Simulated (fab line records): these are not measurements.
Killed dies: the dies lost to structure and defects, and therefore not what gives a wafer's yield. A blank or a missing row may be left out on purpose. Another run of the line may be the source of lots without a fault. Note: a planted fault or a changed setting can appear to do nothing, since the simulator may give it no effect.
fab line records -- flow gf180mcu
[record] lots = 13, wafers = 39, last_day = 34
route steps=602 shown HV_LDD@185 SAB@273 V1@350 M3@413
lots that met no fault: taken from a fault-free run of the same line
start_h: the number of hours between the record's first day and the start of the first shown wafer of the lot -- wait_h: hours since the lot's step before -- " as in the row above -- L1.1+2: several wafers, shown together as one row -- - either no value or no given start -- * or withheld: withheld -- < > ~ a bound
route shown NAME@n: a module of which the file shows steps, and the number in the route of the first -- usual: mean and standard deviation over wafers with no fault -- same: alike in all rows -- chamber/n: place in a boat -- sites: readings site by site -- _std_site: standard deviation of those values -- _edge_site: outer sites' mean less inner sites' -- radius_mm: how far each site lies from the wafer's centre -- mask NAME#n: copy n -- behind: the last tool/chamber to shape the wafer -- hold: the reason the lot was held/the length of the hold in hours/how it ended -- device: whichever transistor did not switch (one of n, p or np) -- end of line: the same wafers' tests at the end of the route -- where a step has no rows: the recipe by itself -- killed: dies lost to structure and defects at the first sort, not the wafer's yield -- map: dies across one wafer; x = killed, . = not, _ = none there
set.NAME: the setting that was run; set.NAME@STEP: the one run at that earlier step -- model.NAME: the simulator's own value behind a step, which no gauge read
the route's steps for a sample of lots (tables are steps, rows are wafers)
services: from which hour (start_h, from the record's first day; less than 0 if before it) a tool's chamber was out of use, for how many hours, and why
[[steps]]
[step GF_HV_LDD_IMPLANT_09]
[recipe] species = As, energy_kev = 40, dose_cm2 = 1e+14, tilt_deg = 7
[usual] dose_ions_cm2 = 1.0002e+14/1.1e+11, faraday_current_uA = 565/12
[same] implant_ion_amu = 75
lot.wafer,tool,chamber,start_h,wait_h,dose_ions_cm2,faraday_current_uA
L154.3,implanter-04,0,217.32,0.1,9.994e+13,558
L154.4,implanter-04,0,217.32,0.1,1.0002e+14,553
L154.6,implanter-04,0,217.32,0.1,1.0001e+14,563
L156.2,implanter-02,0,233.69,0.0,9.985e+13,554
L156.3,implanter-02,0,233.69,0.0,9.981e+13,539
L156.6,implanter-02,0,233.69,0.0,9.981e+13,558
L157.2,implanter-01,0,237.68,0.0,1.0014e+14,550
L157.3,implanter-01,0,237.68,0.0,9.997e+13,566
L157.5,implanter-01,0,237.68,0.0,1.0013e+14,554
L158.3,implanter-01,0,246.66,0.1,1.002e+14,577
L158.5,implanter-01,0,246.66,0.1,9.998e+13,570
L158.6,implanter-01,0,246.66,0.1,1.0015e+14,550
L159.2,implanter-01,0,256.49,0.0,8.611e+13,490
L159.3,implanter-01,0,256.49,0.0,8.596e+13,499
L159.4,implanter-01,0,256.49,0.0,8.6e+13,485
L160.2,implanter-01,0,262.28,0.0,8.57e+13,504
L160.4,implanter-01,0,262.28,0.0,8.563e+13,473
L160.5,implanter-01,0,262.28,0.0,8.59e+13,485
L169.3,implanter-02,0,324.80,0.1,1.0009e+14,541
L169.5,implanter-02,0,324.80,0.1,9.992e+13,562
L169.6,implanter-02,0,324.80,0.1,1.0001e+14,560
L170.1,implanter-04,0,335.90,0.0,9.99e+13,586
L170.3,implanter-04,0,335.90,0.0,9.977e+13,549
L170.5,implanter-04,0,335.90,0.0,9.986e+13,568
L171.2,implanter-04,0,342.03,0.0,1.0006e+14,557
L171.4,implanter-04,0,342.03,0.0,1.0004e+14,537
L171.5,implanter-04,0,342.03,0.0,1.0007e+14,556
L173.3,implanter-04,0,354.82,0.1,9.995e+13,573
L173.4,implanter-04,0,354.82,0.1,1e+14,568
L173.6,implanter-04,0,354.82,0.1,9.996e+13,540
L175.2,implanter-04,0,371.57,0.0,1.0003e+14,569
L175.4,implanter-04,0,371.57,0.0,9.991e+13,559
L175.6,implanter-04,0,371.57,0.0,9.995e+13,568
L176.2,implanter-02,0,382.57,0.0,9.992e+13,582
L176.3,implanter-02,0,382.57,0.0,1.0001e+14,576
L176.5,implanter-02,0,382.57,0.0,1.0002e+14,569
L177.1,implanter-04,0,384.96,0.0,9.994e+13,570
L177.3,implanter-04,0,384.96,0.0,1.0008e+14,571
L177.6,implanter-04,0,384.96,0.0,1.0016e+14,579
[step GF_HV_LDD_TW_MEAS_11]
[usual] HV_LDD_TW = 2406/13
lot.wafer,tool,chamber,start_h,wait_h,HV_LDD_TW
L154.3,film_metro-02,-,217.54,0.1,2410
L154.4,film_metro-02,-,217.54,0.1,2395
L154.6,film_metro-02,-,217.54,0.1,2399
L156.2,film_metro-01,-,233.92,0.1,2392
L156.3,film_metro-01,-,233.92,0.1,2389
L156.6,film_metro-01,-,233.92,0.1,2380
L157.2,film_metro-01,-,237.91,0.1,2395
L157.3,film_metro-01,-,237.91,0.1,2388
L157.5,film_metro-01,-,237.91,0.1,2388
L158.3,film_metro-03,-,246.88,0.1,2416
L158.5,film_metro-03,-,246.88,0.1,2417
L158.6,film_metro-03,-,246.88,0.1,2407
L159.2,film_metro-03,-,256.72,0.1,2315
L159.3,film_metro-03,-,256.72,0.1,2313
L159.4,film_metro-03,-,256.72,0.1,2321
L160.2,film_metro-01,-,262.51,0.1,2315
L160.4,film_metro-01,-,262.51,0.1,2295
L160.5,film_metro-01,-,262.51,0.1,2292
L169.3,film_metro-03,-,325.02,0.1,2414
L169.5,film_metro-03,-,325.02,0.1,2423
L169.6,film_metro-03,-,325.02,0.1,2429
L170.1,film_metro-02,-,336.15,0.1,2401
L170.3,film_metro-02,-,336.15,0.1,2407
L170.5,film_metro-02,-,336.15,0.1,2393
L171.2,film_metro-02,-,342.26,0.1,2402
L171.4,film_metro-02,-,342.26,0.1,2413
L171.5,film_metro-02,-,342.26,0.1,2423
L173.3,film_metro-02,-,355.04,0.1,2414
L173.4,film_metro-02,-,355.04,0.1,2416
L173.6,film_metro-02,-,355.04,0.1,2404
L175.2,film_metro-02,-,371.84,0.1,2411
L175.4,film_metro-02,-,371.84,0.1,2410
L175.6,film_metro-02,-,371.84,0.1,2431
L176.2,film_metro-03,-,382.81,0.1,2400
L176.3,film_metro-03,-,382.81,0.1,2404
L176.5,film_metro-03,-,382.81,0.1,2406
L177.1,film_metro-02,-,385.21,0.1,2402
L177.3,film_metro-02,-,385.21,0.1,2391
L177.6,film_metro-02,-,385.21,0.1,2403
[step GF_HV_LDD_RS_MEAS_53]
[recipe] thk_meas_gauge = four-point-probe
[usual] HV_LDD_RS = 417.5/0.96
lot.wafer,tool,chamber,start_h,wait_h,HV_LDD_RS[ohm/sq]
L154.3,film_metro-02,-,273.69,0.1,418.7
L154.4,film_metro-02,-,273.69,0.1,418.4
L154.6,film_metro-02,-,273.69,0.1,417.9
L156.2,film_metro-02,-,291.41,0.1,417.9
L156.3,film_metro-02,-,291.41,0.1,417.1
L156.6,film_metro-02,-,291.41,0.1,418.0
L157.2,film_metro-01,-,297.36,0.1,418.3
L157.3,film_metro-01,-,297.36,0.1,417.7
L157.5,film_metro-01,-,297.36,0.1,418.3
L158.3,film_metro-01,-,306.03,0.1,417.5
L158.5,film_metro-01,-,306.03,0.1,417.9
L158.6,film_metro-01,-,306.03,0.1,418.4
L159.2,film_metro-01,-,317.22,0.1,447.0
L159.3,film_metro-01,-,317.22,0.1,447.8
L159.4,film_metro-01,-,317.22,0.1,445.9
L160.2,film_metro-02,-,323.95,0.1,445.3
L160.4,film_metro-02,-,323.95,0.1,446.2
L160.5,film_metro-02,-,323.95,0.1,445.0
L169.3,film_metro-03,-,391.49,0.1,417.1
L169.5,film_metro-03,-,391.49,0.1,417.4
L169.6,film_metro-03,-,391.49,0.1,416.4
L170.1,film_metro-02,-,403.93,0.1,419.5
L170.3,film_metro-02,-,403.93,0.1,419.4
L170.5,film_metro-02,-,403.93,0.1,418.4
L171.2,film_metro-03,-,411.26,0.1,416.6
L171.4,film_metro-03,-,411.26,0.1,415.3
L171.5,film_metro-03,-,411.26,0.1,416.4
L173.3,film_metro-03,-,424.47,0.1,417.3
L173.4,film_metro-03,-,424.47,0.1,416.8
L173.6,film_metro-03,-,424.47,0.1,417.5
L175.2,film_metro-02,-,443.51,0.1,417.7
L175.4,film_metro-02,-,443.51,0.1,417.3
L175.6,film_metro-02,-,443.51,0.1,418.3
L176.2,film_metro-02,-,454.56,0.1,416.0
L176.3,film_metro-02,-,454.56,0.1,416.3
L176.5,film_metro-02,-,454.56,0.1,416.4
L177.1,film_metro-02,-,458.88,0.1,418.1
L177.3,film_metro-02,-,458.88,0.1,417.6
L177.6,film_metro-02,-,458.88,0.1,417.0
[step GF_SAB_CD_MEAS_09]
[recipe] target_cd_nm = 420
[usual] cd_nm = 420.2/2.5
lot.wafer,tool,chamber,start_h,wait_h,cd_nm
L154.3,cd_sem-02,-,339.93,0.1,420.6
L154.4,cd_sem-02,-,339.93,0.1,419.6
L154.6,cd_sem-02,-,339.93,0.1,420.6
L156.2,cd_sem-01,-,357.97,0.2,423.3
L156.3,cd_sem-01,-,357.97,0.2,423.2
L156.6,cd_sem-01,-,357.97,0.2,425.6
L157.2,cd_sem-02,-,366.56,0.1,415.0
L157.3,cd_sem-02,-,366.56,0.1,415.2
L157.5,cd_sem-02,-,366.56,0.1,414.1
L158.3,cd_sem-02,-,374.68,0.1,422.4
L158.5,cd_sem-02,-,374.68,0.1,420.8
L158.6,cd_sem-02,-,374.68,0.1,422.1
L159.2,cd_sem-01,-,386.61,0.1,424.1
L159.3,cd_sem-01,-,386.61,0.1,424.4
L159.4,cd_sem-01,-,386.61,0.1,422.5
L160.2,cd_sem-01,-,392.72,0.1,420.8
L160.4,cd_sem-01,-,392.72,0.1,420.7
L160.5,cd_sem-01,-,392.72,0.1,420.7
L169.3,cd_sem-02,-,468.08,0.1,420.4
L169.5,cd_sem-02,-,468.08,0.1,421.3
L169.6,cd_sem-02,-,468.08,0.1,422.3
L170.1,cd_sem-01,-,479.49,0.1,423.8
L170.3,cd_sem-01,-,479.49,0.1,424.0
L170.5,cd_sem-01,-,479.49,0.1,422.2
L171.2,cd_sem-01,-,489.16,0.1,415.6
L171.4,cd_sem-01,-,489.16,0.1,415.4
L171.5,cd_sem-01,-,489.16,0.1,418.1
L173.3,cd_sem-01,-,500.84,0.1,421.8
L173.4,cd_sem-01,-,500.84,0.1,418.4
L173.6,cd_sem-01,-,500.84,0.1,419.0
L175.2,cd_sem-02,-,519.01,0.1,421.6
L175.4,cd_sem-02,-,519.01,0.1,422.7
L175.6,cd_sem-02,-,519.01,0.1,421.2
L176.2,cd_sem-01,-,528.51,0.1,419.8
L176.3,cd_sem-01,-,528.51,0.1,421.8
L176.5,cd_sem-01,-,528.51,0.1,422.3
L177.1,cd_sem-02,-,534.39,0.1,419.2
L177.3,cd_sem-02,-,534.39,0.1,417.7
L177.6,cd_sem-02,-,534.39,0.1,417.1
[step GF_V1_OVL_MEAS_15]
[usual] V1_OVL = 1/5
lot.wafer,tool,chamber,start_h,wait_h,V1_OVL[nm]
L154.3,overlay-01,-,411.52,0.1,5
L154.4,overlay-01,-,411.52,0.1,10
L154.6,overlay-01,-,411.52,0.1,2
L156.2,overlay-02,-,432.06,0.1,0
L156.3,overlay-02,-,432.06,0.1,9
L156.6,overlay-02,-,432.06,0.1,-1
L157.2,overlay-01,-,441.01,0.1,-6
L157.3,overlay-01,-,441.01,0.1,2
L157.5,overlay-01,-,441.01,0.1,0
L158.3,overlay-02,-,449.52,0.1,3
L158.5,overlay-02,-,449.52,0.1,2
L158.6,overlay-02,-,449.52,0.1,6
L159.2,overlay-02,-,461.86,0.1,3
L159.3,overlay-02,-,461.86,0.1,8
L159.4,overlay-02,-,461.86,0.1,6
L160.2,overlay-01,-,469.27,0.1,1
L160.4,overlay-01,-,469.27,0.1,-4
L160.5,overlay-01,-,469.27,0.1,2
L169.3,overlay-01,-,543.97,0.1,1
L169.5,overlay-01,-,543.97,0.1,-6
L169.6,overlay-01,-,543.97,0.1,-5
L170.1,overlay-02,-,553.43,0.1,-1
L170.3,overlay-02,-,553.43,0.1,-2
L170.5,overlay-02,-,553.43,0.1,-3
L171.2,overlay-02,-,562.91,0.1,-2
L171.4,overlay-02,-,562.91,0.1,-7
L171.5,overlay-02,-,562.91,0.1,6
L173.3,overlay-01,-,574.24,0.1,3
L173.4,overlay-01,-,574.24,0.1,8
L173.6,overlay-01,-,574.24,0.1,4
L175.2,overlay-01,-,591.64,0.1,-1
L175.4,overlay-01,-,591.64,0.1,-7
L175.6,overlay-01,-,591.64,0.1,-4
L176.2,overlay-02,-,599.59,0.1,3
L176.3,overlay-02,-,599.59,0.1,8
L176.5,overlay-02,-,599.59,0.1,4
L177.1,overlay-02,-,604.86,0.1,5
L177.3,overlay-02,-,604.86,0.1,-1
L177.6,overlay-02,-,604.86,0.1,0
[step GF_M3_SPUTTER_04]
[recipe] material = TiN, target_thk_nm = 50, power_w = 6500, time_s = 41.7, chamber_pressure_pa = 0.4
[usual] throttle_valve_pct = 29.8/1.1
lot.wafer,tool,chamber,start_h,wait_h,throttle_valve_pct
L154.3,pvd_sputter-04,-,464.26,0.0,30.8
L154.4,pvd_sputter-04,-,464.26,0.0,30.6
L154.6,pvd_sputter-04,-,464.26,0.0,28.9
L156.2,pvd_sputter-04,-,485.07,0.0,28.9
L156.3,pvd_sputter-04,-,485.07,0.0,30.7
L156.6,pvd_sputter-04,-,485.07,0.0,30.6
L157.2,pvd_sputter-04,-,494.14,0.0,30.5
L157.3,pvd_sputter-04,-,494.14,0.0,30.6
L157.5,pvd_sputter-04,-,494.14,0.0,30.7
L158.3,pvd_sputter-02,-,502.67,0.0,30.9
L158.5,pvd_sputter-02,-,502.67,0.0,29.6
L158.6,pvd_sputter-02,-,502.67,0.0,27.9
L159.2,pvd_sputter-04,-,513.36,0.0,30.7
L159.3,pvd_sputter-04,-,513.36,0.0,30.4
L159.4,pvd_sputter-04,-,513.36,0.0,30.5
L160.2,pvd_sputter-04,-,521.74,0.0,30.7
L160.4,pvd_sputter-04,-,521.74,0.0,28.9
L160.5,pvd_sputter-04,-,521.74,0.0,30.6
L169.3,pvd_sputter-01,-,593.43,0.0,30.8
L169.5,pvd_sputter-01,-,593.43,0.0,29.0
L169.6,pvd_sputter-01,-,593.43,0.0,31.1
L170.1,pvd_sputter-01,-,601.61,0.0,29.1
L170.3,pvd_sputter-01,-,601.61,0.0,28.6
L170.5,pvd_sputter-01,-,601.61,0.0,31.1
L171.2,pvd_sputter-02,-,610.81,0.0,27.6
L171.4,pvd_sputter-02,-,610.81,0.0,29.9
L171.5,pvd_sputter-02,-,610.81,0.0,30.8
L173.3,pvd_sputter-02,-,621.10,0.0,28.2
L173.4,pvd_sputter-02,-,621.10,0.0,27.9
L173.6,pvd_sputter-02,-,621.10,0.0,28.0
L175.2,pvd_sputter-01,-,637.86,0.0,29.3
L175.4,pvd_sputter-01,-,637.86,0.0,29.0
L175.6,pvd_sputter-01,-,637.86,0.0,31.3
L176.2,pvd_sputter-02,-,644.72,0.0,27.8
L176.3,pvd_sputter-02,-,644.72,0.0,30.8
L176.5,pvd_sputter-02,-,644.72,0.0,30.6
L177.1,pvd_sputter-04,-,649.99,0.0,30.4
L177.3,pvd_sputter-04,-,649.99,0.0,31.0
L177.6,pvd_sputter-04,-,649.99,0.0,29.0
[[services]]
tool,chamber,start_h,hours,kind
implanter-02,-,196.48,1.3,repair
pvd_sputter-04,-,255.23,6.9,repair
implanter-01,-,280.82,2.1,repair
implanter-02,-,297.69,0.8,repair
pvd_sputter-04,-,298.26,1.3,repair
pvd_sputter-02,-,300.30,7.3,repair
pvd_sputter-02,-,315.19,7.8,repair
implanter-01,-,320.70,36.5,pm
implanter-02,-,330.78,1.4,repair
pvd_sputter-02,-,351.82,0.6,repair
implanter-01,-,366.08,5.0,repair
pvd_sputter-01,-,370.32,5.0,repair
implanter-01,-,380.83,3.7,repair
implanter-01,-,406.44,1.1,repair
implanter-04,-,416.09,3.4,pm
implanter-04,-,446.35,1.3,repair
implanter-01,-,471.18,0.7,repair
implanter-01,-,513.51,4.9,pm
implanter-04,-,539.20,7.9,repair
implanter-01,-,541.08,0.7,repair
pvd_sputter-02,-,553.64,2.9,repair
pvd_sputter-04,-,560.63,0.9,repair
implanter-04,-,602.42,1.9,repair
implanter-01,-,612.41,3.7,repair
[[key]]
[first_sign] step = GF_HV_LDD_IMPLANT_09, reading = dose_ions_cm2, direction = down, sigmas = 99+, usual = 1.0002e+14, struck = 8.588e+13
[effect] step = GF_HV_LDD_IMPLANT_09, reading = faraday_current_uA, direction = down, sigmas = 6.5, usual = 565, struck = 489
[effect] step = GF_HV_LDD_TW_MEAS_11, reading = HV_LDD_TW, direction = down, sigmas = 7.6, usual = 2406, struck = 2308
[effect] step = GF_HV_LDD_RS_MEAS_53, reading = HV_LDD_RS, direction = up, sigmas = 30, usual = 417.5, struck = 446.2
met_at GF_HV_LDD_IMPLANT_09
struck_lots L159,L160
tester_left_out L159,L160
not_acting_at GF_SAB_CD_MEAS_09,GF_V1_OVL_MEAS_15,GF_M3_SPUTTER_04
onset_between 246.66 256.49
[fault] kind = process_parameter_drift, tool = implanter-01, chamber = -, onset_h = 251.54, steps = GF_HV_LDD_IMPLANT_09, channel = dose_cm2, offset = -1.4119e+13, shape = step, end_h = 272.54, acts_in = these_recipes_only, stated = 1e+14
// tester_left_out: of these lots the tester's yield and bins aren't shown, on N5 and GAA mostly nor the transistor test; their killed dies are dies lost to structure and defects alone, not to doping, threshold or leakage, so they don't give the yield
